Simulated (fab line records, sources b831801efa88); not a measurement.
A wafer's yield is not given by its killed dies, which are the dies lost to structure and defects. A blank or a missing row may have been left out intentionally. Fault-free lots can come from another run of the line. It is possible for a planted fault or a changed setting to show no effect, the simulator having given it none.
fab line records    flow sky130
[record] lots = 6  wafers = 18  last_day = 50
route steps=708 shown VIA1@473 METAL2@483 PAD_OPEN@708
lots with no fault: from the same line, run without faults
start_h: start of the lot's first displayed wafer, in hours after the record's first day    wait_h: how many hours have passed since the lot's step before this one    " identical to the entry in the row above    L1.1+2: a row that stands for several wafers    - either no value or no given start    * or withheld: withheld    < > ~ a bound
route shown NAME@n: NAME is a module with steps in the file, n the number in the route of the first one    usual: average and standard deviation across the fault-free wafers    same: alike in all rows    chamber/n: place in a boat    sites: the reading at each site    _std_site: the values' standard deviation    _edge_site: outer sites' mean less inner sites'    radius_mm: how far each site lies from the wafer's centre    mask NAME#n: copy n    behind: the most recent tool/chamber to have shaped the wafer    hold: what put the lot on hold/how long, in hours/how the hold closed    device: transistor that didn't switch, given as n, p or np    end of line: tests of these same wafers at the route's end    a step with no rows: only its recipe    killed: not the wafer's yield, but the dies lost to structure and defects at the first sort    map: a wafer's dies, x killed, . not, _ none there
set.NAME: the setting that was run; set.NAME@STEP: the one run at that earlier step    model.NAME: the simulator's own value behind a step, which no gauge read
certain route steps with their lots: each step a table, each wafer a row
services: the hour from which a tool's chamber was out of use, counted from the record's first day as start_h (under 0 if before that day), plus the number of hours and why
[[steps]]
[step SKY_VIA1_ETCH_15]
[recipe] target = SiO2  chemistry = C4F8/O2/Ar  target_depth_nm = 351  stop_on = TiN  mask_material = KrF-thick  source_w = 1500  bias_w = 1200  pressure_mtorr = 40  c4f8_flow_sccm = withheld  O2_flow_sccm = 6  Ar_flow_sccm = 300  time_s = 55.82
[usual] oes_product_au = 0.977/0.0058
lot.wafer  tool         chamber  start_h  wait_h  oes_product_au  rf_hours_counter_h
L263.1     rie_diel-02  0        818.33   0.0     0.977           20
L263.3     "            2        "        "       0.975           4
L263.6     "            2        "        "       0.986           -
L265.1     rie_diel-01  3        826.58   0.0     0.975           6
L265.2     "            1        "        "       0.972           24
L265.6     "            3        "        "       0.979           -
L273.2     rie_diel-01  0        896.58   0.0     0.972           17
L273.4     "            2        "        "       0.974           -
L273.5     "            0        "        "       0.972           -
L278.2     rie_diel-01  2        927.83   0.0     0.980           22
L278.4     "            0        "        "       0.984           18
L278.6     "            2        "        "       0.970           -
L280.1     rie_diel-03  0        945.72   0.0     0.980           14
L280.3     "            2        "        "       0.977           21
L280.4     "            0        "        "       0.973           -
L282.1     rie_diel-02  3        952.38   0.0     0.969           12
L282.2     "            1        "        "       0.977           4
L282.6     "            3        "        "       0.976           -
[step SKY_VIA1_STRIP_16]
[recipe] chemistry = O2/N2  power_w = 1400  pressure_mtorr = 1500  platen_temp_c = withheld  o2_flow_sccm = 3000  n2_flow_sccm = 300  overash_fraction = 0.5
[step SKY_VIA1_STRIP_17]
[recipe] chemistry = post_etch_residue_remover  time_s = 1200  temp_c = 72.5
[step SKY_VIA1_CLEAN_18]
[recipe] chemistry = IPA  time_s = 180  temp_c = 25
[step SKY_VIA1_CLEAN_19]
[recipe] chemistry = O3/DIW  dry = n2_spin
[step SKY_VIA1_SPUTTER_20]
[recipe] material = TiN  target_thk_nm = 20  chamber_pressure_pa = 5  power_w = 4000  time_s = 80
[step SKY_VIA1_CVD_21]
[recipe] material = W  target_thk_nm = 270  time_s = 80.902  temp_c = 400  pressure_torr = 40
[step SKY_VIA1_RS_MEAS_22]
[recipe] thk_meas_gauge = four-point-probe  reads = W_of_VIA1_CVD_21+TiN_of_VIA1_SPUTTER_20
[usual] VIA1_W_RS = 0.427/0.0049
lot.wafer  tool           chamber  start_h  wait_h  VIA1_W_RS[ohm/sq]
L263.1     film_metro-03  -        819.17   0.1     0.430
L263.3     "              -        "        "       0.426
L263.6     "              -        "        "       0.429
L265.1     film_metro-02  -        827.38   0.1     0.429
L265.2     "              -        "        "       0.427
L265.6     "              -        "        "       0.430
L273.2     film_metro-04  -        897.40   0.1     0.424
L273.4     "              -        "        "       0.424
L273.5     "              -        "        "       0.424
L278.2     film_metro-03  -        928.67   0.1     0.426
L278.4     "              -        "        "       0.423
L278.6     "              -        "        "       0.424
L280.1     film_metro-02  -        946.51   0.1     0.434
L280.3     "              -        "        "       0.431
L280.4     "              -        "        "       0.422
L282.1     film_metro-03  -        953.17   0.1     0.435
L282.2     "              -        "        "       0.428
L282.6     "              -        "        "       0.434
[step SKY_VIA1_THK_MEAS_23]
[recipe] thk_meas_gauge = xrf  reads = W_of_VIA1_CVD_21
[usual] VIA1_W_THK = 277/3.9
lot.wafer  tool           chamber  start_h  wait_h  VIA1_W_THK[nm]
L263.1     film_metro-03  -        819.29   0.1     274
L263.3     "              -        "        "       274
L263.6     "              -        "        "       273
L265.1     film_metro-02  -        827.50   0.1     273
L265.2     "              -        "        "       275
L265.6     "              -        "        "       275
L273.2     film_metro-04  -        897.51   0.1     282
L273.4     "              -        "        "       282
L273.5     "              -        "        "       281
L278.2     film_metro-03  -        928.78   0.1     277
L278.4     "              -        "        "       278
L278.6     "              -        "        "       279
L280.1     film_metro-02  -        946.63   0.1     275
L280.3     "              -        "        "       277
L280.4     "              -        "        "       284
L282.1     film_metro-03  -        953.29   0.1     272
L282.2     "              -        "        "       277
L282.6     "              -        "        "       272
[step SKY_VIA1_CMP_24]
[recipe] stop_on = SiO2  t_overpolish_s = 15  down_force_psi = 3.5  platen_rpm = 60  target_thk_nm = 0  pad_velocity_m_s = 0.94248
[usual] head_pressure_psi = 3.499/0.0077  motor_current_A = 11.6/0.91  overpolish_run_s = 15.000/0.0085  time_to_endpoint_s = 63.3/2.9
[same] t_overpolish_s = 15
lot.wafer  tool    chamber  start_h  wait_h  head_pressure_psi  motor_current_A  overpolish_run_s  time_to_endpoint_s
L263.1     cmp-01  1        819.35   0.1     3.492              11.6             15.023            61.6
L263.3     "       2        "        "       3.489              11.5             15.014            70.8
L263.6     "       1        "        "       3.495              11.9             15.000            65.3
L265.2     cmp-02  2        827.61   0.1     3.498              10.4             14.988            59.9
L265.1     "       0        "        "       3.490              12.6             14.998            60.1
L265.6     "       1        "        "       3.494              10.9             14.993            63.1
L273.2     cmp-01  2        897.61   0.1     3.498              11.6             15.002            61.7
L273.4     "       3        "        "       3.486              10.1             15.004            62.8
L273.5     "       1        "        "       3.496              11.7             14.997            61.3
L278.2     cmp-02  0        928.88   0.1     3.493              12.6             14.993            65.5
L278.4     "       1        "        "       3.507              10.6             15.002            67.8
L278.6     "       3        "        "       3.489              11.9             14.990            67.1
L280.3     cmp-02  3        946.74   0.1     3.502              11.7             15.004            65.6
L280.1     "       0        "        "       3.513              12.7             14.992            66.5
L280.4     "       1        "        "       3.501              10.8             14.999            67.7
L282.2     cmp-01  1        953.35   0.0     3.510              11.8             14.999            58.5
L282.1     "       3        "        "       3.503              10.6             14.992            56.8
L282.6     "       2        "        "       3.494              11.3             15.005            62.6
[step SKY_METAL2_SPUTTER_00]
[recipe] material = Ti  target_thk_nm = 15  power_w = 3000  time_s = 10  chamber_pressure_pa = 0.4
[usual] chamber_pressure_pa = 0.4001/0.00076  throttle_valve_pct = 30.2/1.4
lot.wafer  tool            chamber  start_h  wait_h  chamber_pressure_pa  throttle_valve_pct
L263.1     pvd_sputter-01  -        819.65   0.2     0.3999               30.0
L263.3     "               -        "        "       0.3993               31.7
L263.6     "               -        "        "       0.4008               32.2
L265.1     pvd_sputter-02  -        827.86   0.1     0.4006               30.5
L265.2     "               -        "        "       0.4016               29.3
L265.6     "               -        "        "       0.4015               29.6
L273.2     pvd_sputter-02  -        897.86   0.2     0.3989               29.2
L273.4     "               -        "        "       0.3990               29.7
L273.5     "               -        "        "       0.3995               30.6
L278.2     pvd_sputter-01  -        929.13   0.2     0.3999               31.7
L278.4     "               -        "        "       0.3992               32.4
L278.6     "               -        "        "       0.3999               31.8
L280.1     pvd_sputter-01  -        946.99   0.1     0.3998               30.0
L280.3     "               -        "        "       0.4001               31.8
L280.4     "               -        "        "       0.4006               31.8
L282.1     pvd_sputter-03  -        953.65   0.1     0.4011               29.9
L282.2     "               -        "        "       0.3995               29.5
L282.6     "               -        "        "       0.3992               29.6
[step SKY_METAL2_SPUTTER_01]
[recipe] material = TiN  target_thk_nm = 20  power_w = 6500  time_s = 16.7  chamber_pressure_pa = 0.4
[usual] chamber_pressure_pa = 0.4000/0.00081  throttle_valve_pct = 30.2/1.4
lot.wafer  tool            chamber  start_h  wait_h  chamber_pressure_pa  throttle_valve_pct
L263.1     pvd_sputter-01  -        819.67   0.0     0.4009               29.8
L263.3     "               -        "        "       0.3993               31.9
L263.6     "               -        "        "       0.3998               32.0
L265.1     pvd_sputter-02  -        827.88   0.0     0.3994               30.2
L265.2     "               -        "        "       0.3996               29.7
L265.6     "               -        "        "       0.4009               29.3
L273.2     pvd_sputter-02  -        897.88   0.0     0.4005               29.3
L273.4     "               -        "        "       0.4010               29.3
L273.5     "               -        "        "       0.3994               30.3
L278.2     pvd_sputter-01  -        929.15   0.0     0.4013               32.2
L278.4     "               -        "        "       0.4011               32.4
L278.6     "               -        "        "       0.4002               31.5
L280.1     pvd_sputter-01  -        947.01   0.0     0.3989               29.9
L280.3     "               -        "        "       0.4005               32.0
L280.4     "               -        "        "       0.4007               31.7
L282.1     pvd_sputter-03  -        953.67   0.0     0.3987               30.2
L282.2     "               -        "        "       0.3991               29.4
L282.6     "               -        "        "       0.4002               29.9
[step SKY_METAL2_SPUTTER_02]
[recipe] material = AlCu  target_thk_nm = 250  power_w = 10600  time_s = 13.3  chamber_pressure_pa = 0.4
[usual] chamber_pressure_pa = 0.4001/0.001  throttle_valve_pct = 30.2/1.3
lot.wafer  tool            chamber  start_h  wait_h  chamber_pressure_pa  throttle_valve_pct  model.AlCu_of_METAL2_SPUTTER_02.thk_nm
L263.1     pvd_sputter-01  -        819.69   0.0     0.4005               30.0                250.3
L263.3     "               -        "        "       0.3998               31.7                252.2
L263.6     "               -        "        "       0.3996               32.0                250.6
L265.1     pvd_sputter-02  -        827.90   0.0     0.4000               30.3                254.2
L265.2     "               -        "        "       0.3997               29.6                249.7
L265.6     "               -        "        "       0.4008               29.5                249.8
L273.2     pvd_sputter-02  -        897.90   0.0     0.3996               29.6                251.8
L273.4     "               -        "        "       0.4000               29.2                253.5
L273.5     "               -        "        "       0.3982               30.3                248.6
L278.2     pvd_sputter-01  -        929.18   0.0     0.3026               36.6                266
L278.4     "               -        "        "       0.3015               37.3                265.5
L278.6     "               -        "        "       0.3020               36.8                264.8
L280.1     pvd_sputter-01  -        947.04   0.0     0.3009               34.7                264.7
L280.3     "               -        "        "       0.3021               37.1                269.2
L280.4     "               -        "        "       0.3020               36.9                265
L282.1     pvd_sputter-03  -        953.70   0.0     0.3991               30.3                250.5
L282.2     "               -        "        "       0.3993               29.3                252.3
L282.6     "               -        "        "       0.4001               29.4                252.8
[step SKY_METAL2_SPUTTER_03]
[recipe] material = Ti  target_thk_nm = 5  power_w = 3000  time_s = 3.208  chamber_pressure_pa = 0.4
[usual] chamber_pressure_pa = 0.3999/0.00088  throttle_valve_pct = 30.2/1.3
lot.wafer  tool            chamber  start_h  wait_h  chamber_pressure_pa  throttle_valve_pct
L263.1     pvd_sputter-01  -        819.72   0.0     0.3998               29.9
L263.3     "               -        "        "       0.3990               31.7
L263.6     "               -        "        "       0.4005               32.1
L265.1     pvd_sputter-02  -        827.93   0.0     0.3998               30.4
L265.2     "               -        "        "       0.3988               29.4
L265.6     "               -        "        "       0.3986               29.2
L273.2     pvd_sputter-02  -        897.93   0.0     0.3985               29.7
L273.4     "               -        "        "       0.3994               29.3
L273.5     "               -        "        "       0.3998               30.3
L278.2     pvd_sputter-01  -        929.20   0.0     0.4000               31.9
L278.4     "               -        "        "       0.4007               32.5
L278.6     "               -        "        "       0.3988               31.9
L280.1     pvd_sputter-01  -        947.06   0.0     0.4000               30.0
L280.3     "               -        "        "       0.3998               31.9
L280.4     "               -        "        "       0.4000               31.7
L282.1     pvd_sputter-03  -        953.72   0.0     0.4003               30.1
L282.2     "               -        "        "       0.4018               29.6
L282.6     "               -        "        "       0.4007               29.6
[step SKY_METAL2_SPUTTER_04]
[recipe] material = TiN  target_thk_nm = 70  power_w = 6500  time_s = 58.3  chamber_pressure_pa = 0.4
[step SKY_METAL2_RS_MEAS_05]
[recipe] thk_meas_gauge = four-point-probe  reads = TiN_of_METAL2_SPUTTER_04+Ti_of_METAL2_SPUTTER_03+AlCu_of_METAL2_SPUTTER_02+TiN_of_METAL2_SPUTTER_01+Ti_of_METAL2_SPUTTER_00
[usual] METAL2_ALCU_RS = 0.1263/0.0011
lot.wafer  tool           chamber  start_h  wait_h  METAL2_ALCU_RS[ohm/sq]
L263.1     film_metro-04  -        819.78   0.0     0.1262
L263.3     "              -        "        "       0.1254
L263.6     "              -        "        "       0.1259
L265.1     film_metro-01  -        828.00   0.0     0.1249
L265.2     "              -        "        "       0.1270
L265.6     "              -        "        "       0.1268
L273.2     film_metro-03  -        898.02   0.0     0.1257
L273.4     "              -        "        "       0.1250
L273.5     "              -        "        "       0.1274
L278.2     film_metro-04  -        929.29   0.0     0.1168
L278.4     "              -        "        "       0.1168
L278.6     "              -        "        "       0.1174
L280.1     film_metro-03  -        947.13   0.0     0.1174
L280.3     "              -        "        "       0.1153
L280.4     "              -        "        "       0.1176
L282.1     film_metro-04  -        953.79   0.0     0.1265
L282.2     "              -        "        "       0.1256
L282.6     "              -        "        "       0.1251
[step SKY_METAL2_THK_MEAS_06]
[recipe] thk_meas_gauge = xrf  reads = AlCu_of_METAL2_SPUTTER_02
[usual] METAL2_ALCU_THK = 251.7/2.5
lot.wafer  tool           chamber  start_h  wait_h  METAL2_ALCU_THK[nm]
L263.1     film_metro-04  -        819.90   0.1     251.6
L263.3     "              -        "        "       252.1
L263.6     "              -        "        "       251.4
L265.1     film_metro-01  -        828.12   0.1     254.6
L265.2     "              -        "        "       248.3
L265.6     "              -        "        "       249.6
L273.2     film_metro-03  -        898.13   0.1     251.8
L273.4     "              -        "        "       253.3
L273.5     "              -        "        "       250.4
L278.2     film_metro-04  -        929.40   0.1     266.4
L278.4     "              -        "        "       265.4
L278.6     "              -        "        "       264.2
L280.1     film_metro-03  -        947.25   0.1     265.1
L280.3     "              -        "        "       270.0
L280.4     "              -        "        "       264.3
L282.1     film_metro-04  -        953.91   0.1     251.5
L282.2     "              -        "        "       254.0
L282.6     "              -        "        "       253.3
[step SKY_METAL2_DEHYDRATE_07]
[recipe] temp_c = 200  time_s = 60
[step SKY_PAD_OPEN_PROBE_99]
[usual] defect_limited_yield = 82.2/1.9  killed_at_M0_to_M3 = 43/6.3  killed_at_M4_up = 3.3/1.7  killed_at_contacts = 24/5.4  killed_at_front_end = 16/4.6  killed_at_other = 0.4/0.7  killed_dies = 87/9.4  killed_open = 47/6.9  killed_short = 39/6.1  sort_bin_3_pad_short = 0.9/0.45  sort_bin_5_function = 10.6/1.5  sort_bin_6_memory = 6.3/1.2  sort_n_pass = 405/9.4  sort_yield_pct = 82.2/1.9
[same] gross_dies = 492  killed_at_back_side = 0  sort_bin_4_leakage[%] = 0  sort_bin_8_speed[%] = 0
lot.wafer  tool       chamber  start_h  wait_h  defect_limited_yield[%]  killed_at_M0_to_M3  killed_at_M4_up  killed_at_contacts  killed_at_front_end  killed_at_other  killed_dies  killed_open  killed_short  sort_bin_3_pad_short[%]  sort_bin_5_function[%]  sort_bin_6_memory[%]  sort_n_pass  sort_yield_pct[%]  model.etest.met2.line_ohm_um  model.etest.met2.rs_ohm_sq
L263.1     prober-02  -        1096.28  0.1     79.1                     46                  2                29                  26                   0                103          48           53            1.0                      13.4                    6.5                   389          79.1               0.881                         0.1291
L263.3     prober-02  -        1096.38  0.2     83.9                     30                  3                30                  15                   1                79           41           38            1.4                      8.9                     5.7                   413          83.9               0.8923                        0.1264
L265.1     prober-02  -        1103.45  0.1     82.7                     49                  8                14                  14                   0                85           39           44            0.6                      11.8                    4.9                   407          82.7               0.862                         0.1266
L265.2     prober-02  -        1103.50  0.1     81.1                     41                  2                25                  24                   1                93           54           39            0.8                      12.4                    5.7                   399          81.1               0.9165                        0.1285
L265.6     prober-02  -        1103.70  0.2     84.1                     40                  5                24                  9                    0                78           40           38            0.4                      10.0                    5.5                   414          84.1               0.9437                        0.1278
L273.2     prober-02  -        1156.90  0.1     81.7                     43                  4                26                  16                   1                90           40           46            1.2                      11.8                    5.3                   402          81.7               0.9008                        0.1263
L273.4     prober-02  -        1157.00  0.2     80.1                     40                  4                36                  18                   0                98           56           41            1.6                      10.6                    7.7                   394          80.1               0.8928                        0.1255
L273.5     prober-02  -        1157.05  0.2     80.9                     45                  4                32                  13                   0                94           56           36            0.2                      10.2                    8.7                   398          80.9               0.9254                        0.1285
L278.2     prober-01  -        1176.37  0.1     84.3                     36                  4                25                  12                   0                77           50           27            0.2                      10.4                    5.1                   415          84.3               0.8701                        0.1206
L278.4     prober-01  -        1176.47  0.2     81.3                     49                  4                26                  13                   0                92           60           32            0.8                      11.0                    6.9                   400          81.3               0.883                         0.1192
L278.6     prober-01  -        1176.57  0.2     83.9                     38                  2                25                  14                   0                79           45           34            0.6                      10.6                    4.9                   413          83.9               0.8582                        0.1209
L280.1     prober-01  -        1190.95  0.1     79.3                     48                  5                27                  21                   1                102          52           50            1.4                      11.4                    7.9                   390          79.3               0.8787                        0.1216
L280.3     prober-01  -        1191.05  0.2     83.1                     39                  5                21                  18                   0                83           38           45            1.0                      11.2                    4.7                   409          83.1               0.8526                        0.1188
L280.4     prober-01  -        1191.10  0.2     78.0                     59                  1                32                  16                   0                108          56           52            1.0                      13.0                    7.9                   384          78.0               0.8548                        0.1213
L282.1     prober-01  -        1192.68  0.1     79.7                     45                  5                25                  25                   0                100          60           40            0.6                      12.2                    7.5                   392          79.7               0.9124                        0.1275
L282.2     prober-01  -        1192.73  0.1     83.1                     43                  2                24                  14                   0                83           37           46            0.6                      8.1                     8.1                   409          83.1               0.9116                        0.127
L282.6     prober-01  -        1192.93  0.2     84.3                     43                  2                18                  14                   0                77           41           36            0.6                      10.8                    4.3                   415          84.3               0.905                         0.1263
// killed by level:class
L263.1 VIA2:geometric_particle:open=11 METAL2:geometric_particle:short=10 FIELD_ISO:geometric_particle:short=9 CONTACT:geometric_particle:short=8 LI_CONTACT:geometric_particle:open=7 CONTACT:geometric_particle:open=7 VIA1:geometric_particle:open=7 FIELD_ISO:geometric_particle:open=5
L263.3 CONTACT:geometric_particle:open=13 VIA1:geometric_particle:open=7 LI_CONTACT:geometric_particle:open=5 LOCAL_INTERCONNECT:geometric_particle:short=5 CONTACT:geometric_particle:short=5 METAL1:geometric_particle:short=5 VIA3:geometric_particle:open=5 FIELD_ISO:geometric_particle:short=4
L265.1 METAL1:geometric_particle:short=11 VIA1:geometric_particle:open=10 METAL2:geometric_particle:short=7 LI_CONTACT:geometric_particle:open=5 VIA1:geometric_particle:short=5 CONTACT:geometric_particle:short=5 FIELD_ISO:geometric_particle:open=4 VIA3:geometric_particle:open=4
L265.2 CONTACT:geometric_particle:open=12 VIA1:geometric_particle:open=9 METAL1:geometric_particle:short=8 VIA2:geometric_particle:open=8 FIELD_ISO:geometric_particle:open=7 LI_CONTACT:geometric_particle:open=7 FIELD_ISO:geometric_particle:short=5 POLY_GATE:geometric_particle:short=5
L265.6 VIA1:geometric_particle:open=10 LI_CONTACT:geometric_particle:open=9 CONTACT:geometric_particle:open=7 METAL2:geometric_particle:short=7 METAL1:geometric_particle:short=6 FIELD_ISO:geometric_particle:short=5 METAL4:geometric_particle:short=5 VIA3:geometric_particle:open=4
L273.2 CONTACT:geometric_particle:open=9 VIA1:geometric_particle:open=9 METAL1:geometric_particle:short=7 LI_CONTACT:geometric_particle:open=6 CONTACT:geometric_particle:short=5 VIA3:geometric_particle:open=5 VIA1:geometric_particle:short=5 METAL2:geometric_particle:short=5
L273.4 LI_CONTACT:geometric_particle:open=15 CONTACT:geometric_particle:open=10 VIA1:geometric_particle:open=10 CONTACT:geometric_particle:short=7 METAL1:geometric_particle:short=5 VIA1:geometric_particle:short=5 METAL3:geometric_particle:short=5 VIA3:geometric_particle:open=5
L273.5 CONTACT:geometric_particle:open=13 VIA3:geometric_particle:open=11 VIA1:geometric_particle:open=10 METAL2:geometric_particle:short=7 LI_CONTACT:geometric_particle:open=7 VIA2:geometric_particle:open=6 LOCAL_INTERCONNECT:geometric_particle:short=5 METAL3:geometric_particle:short=5
L278.2 VIA2:geometric_particle:open=10 VIA1:geometric_particle:open=9 CONTACT:geometric_particle:open=8 LI_CONTACT:geometric_particle:open=7 FIELD_ISO:geometric_particle:short=5 LOCAL_INTERCONNECT:geometric_particle:short=4 CONTACT:geometric_particle:short=4 VIA3:geometric_particle:open=4
L278.4 VIA3:geometric_particle:open=15 VIA1:geometric_particle:open=10 LI_CONTACT:geometric_particle:open=8 CONTACT:geometric_particle:open=8 VIA2:geometric_particle:short=6 VIA2:geometric_particle:open=6 LOCAL_INTERCONNECT:geometric_particle:short=5 FIELD_ISO:geometric_particle:open=4
L278.6 VIA1:geometric_particle:open=12 CONTACT:geometric_particle:open=10 CONTACT:geometric_particle:short=7 LI_CONTACT:geometric_particle:open=6 FIELD_ISO:geometric_particle:short=5 METAL1:geometric_particle:short=5 VIA3:geometric_particle:open=5 FIELD_ISO:geometric_particle:open=4
L280.1 VIA1:geometric_particle:open=14 LI_CONTACT:geometric_particle:open=9 VIA2:geometric_particle:open=7 CONTACT:geometric_particle:open=7 METAL2:geometric_particle:short=6 FIELD_ISO:geometric_particle:open=5 LI_CONTACT:geometric_particle:short=5 VIA1:geometric_particle:short=5
L280.3 VIA1:geometric_particle:short=9 VIA1:geometric_particle:open=9 LI_CONTACT:geometric_particle:open=6 METAL2:geometric_particle:short=6 FIELD_ISO:geometric_particle:open=5 VIA2:geometric_particle:open=5 CONTACT:geometric_particle:short=4 CONTACT:geometric_particle:open=4
L280.4 VIA1:geometric_particle:open=15 CONTACT:geometric_particle:open=11 LI_CONTACT:geometric_particle:open=10 VIA1:geometric_particle:short=9 VIA2:geometric_particle:open=7 FIELD_ISO:geometric_particle:short=6 VIA2:geometric_particle:short=6 CONTACT:geometric_particle:short=6
L282.1 POLY_GATE:geometric_particle:open=10 CONTACT:geometric_particle:open=10 VIA1:geometric_particle:open=10 LI_CONTACT:geometric_particle:open=8 POLY_GATE:geometric_particle:short=8 VIA2:geometric_particle:open=8 VIA1:geometric_particle:short=7 VIA3:geometric_particle:open=7
L282.2 CONTACT:geometric_particle:open=9 METAL1:geometric_particle:short=8 VIA1:geometric_particle:open=8 LOCAL_INTERCONNECT:geometric_particle:short=7 METAL2:geometric_particle:short=7 VIA3:geometric_particle:short=6 VIA2:geometric_particle:open=5 FIELD_ISO:geometric_particle:open=3
L282.6 CONTACT:geometric_particle:open=8 VIA1:geometric_particle:open=8 POLY_GATE:geometric_particle:open=6 METAL2:geometric_particle:short=6 VIA2:geometric_particle:open=5 VIA1:geometric_particle:short=4 VIA2:geometric_particle:short=4 METAL3:geometric_particle:short=4
[[services]]
tool            chamber  start_h  hours  kind
rie_diel-02     2        804.39   4.2    repair
cmp-02          -        811.29   5.5    pm
rie_diel-02     -        826.44   15.6   pm
pvd_sputter-01  0        830.27   -      consumable_replace:kit
pvd_sputter-01  0        830.27   18.0   scheduled_down
pvd_sputter-01  0        830.27   18.0   vent_cycle
rie_diel-02     -        848.84   0.4    repair
pvd_sputter-03  -        860.00   0.5    repair
rie_diel-02     3        864.32   3.3    repair
pvd_sputter-01  -        874.15   2.3    repair
cmp-01          -        879.76   11.5   repair
pvd_sputter-02  2        883.49   -      consumable_replace:kit
pvd_sputter-02  2        883.49   18.0   scheduled_down
rie_diel-01     3        895.26   4.2    repair
rie_diel-02     -        904.30   0.5    repair
cmp-01          -        904.95   2.4    repair
cmp-01          -        912.00   4.0    pm
cmp-01          -        932.72   3.7    repair
rie_diel-01     -        936.06   0.4    repair
rie_diel-02     1        941.08   6.9    repair
cmp-02          -        941.84   3.0    repair
rie_diel-03     1        945.25   7.9    repair
cmp-02          -        950.30   9.6    repair
rie_diel-02     0        950.45   2.3    repair
[[key]]
[first_sign] step = SKY_METAL2_SPUTTER_02  reading = chamber_pressure_pa  direction = down  sigmas = 95  usual = 0.4001  struck = 0.3019
[effect] step = SKY_METAL2_SPUTTER_02  reading = throttle_valve_pct  direction = up  sigmas = 4.8  usual = 30.2  struck = 36.6
[effect] step = SKY_METAL2_RS_MEAS_05  reading = METAL2_ALCU_RS  direction = down  sigmas = 8.4  usual = 0.1263  struck = 0.1169
[effect] step = SKY_METAL2_THK_MEAS_06  reading = METAL2_ALCU_THK  direction = up  sigmas = 5.7  usual = 251.7  struck = 265.9
[model_effect] step = SKY_METAL2_SPUTTER_02  value = AlCu_of_METAL2_SPUTTER_02.thk_nm  without = 252.5  struck = 265.9
[model_effect] step = SKY_PAD_OPEN_PROBE_99  value = etest.met2.line_ohm_um  without = 0.9138  struck = 0.8662
met_at SKY_METAL2_SPUTTER_02
struck_wafers L278.2,L278.4,L278.6,L280.1,L280.3,L280.4
onset_between 819.69 929.18
[fault] kind = process_parameter_drift  tool = pvd_sputter-01  chamber = -  onset_h = 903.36  steps = SKY_METAL2_SPUTTER_02  channel = chamber_pressure_pa  offset = -0.098858  shape = step  end_h = 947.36  acts_in = these_recipes_only  stated = 0.4
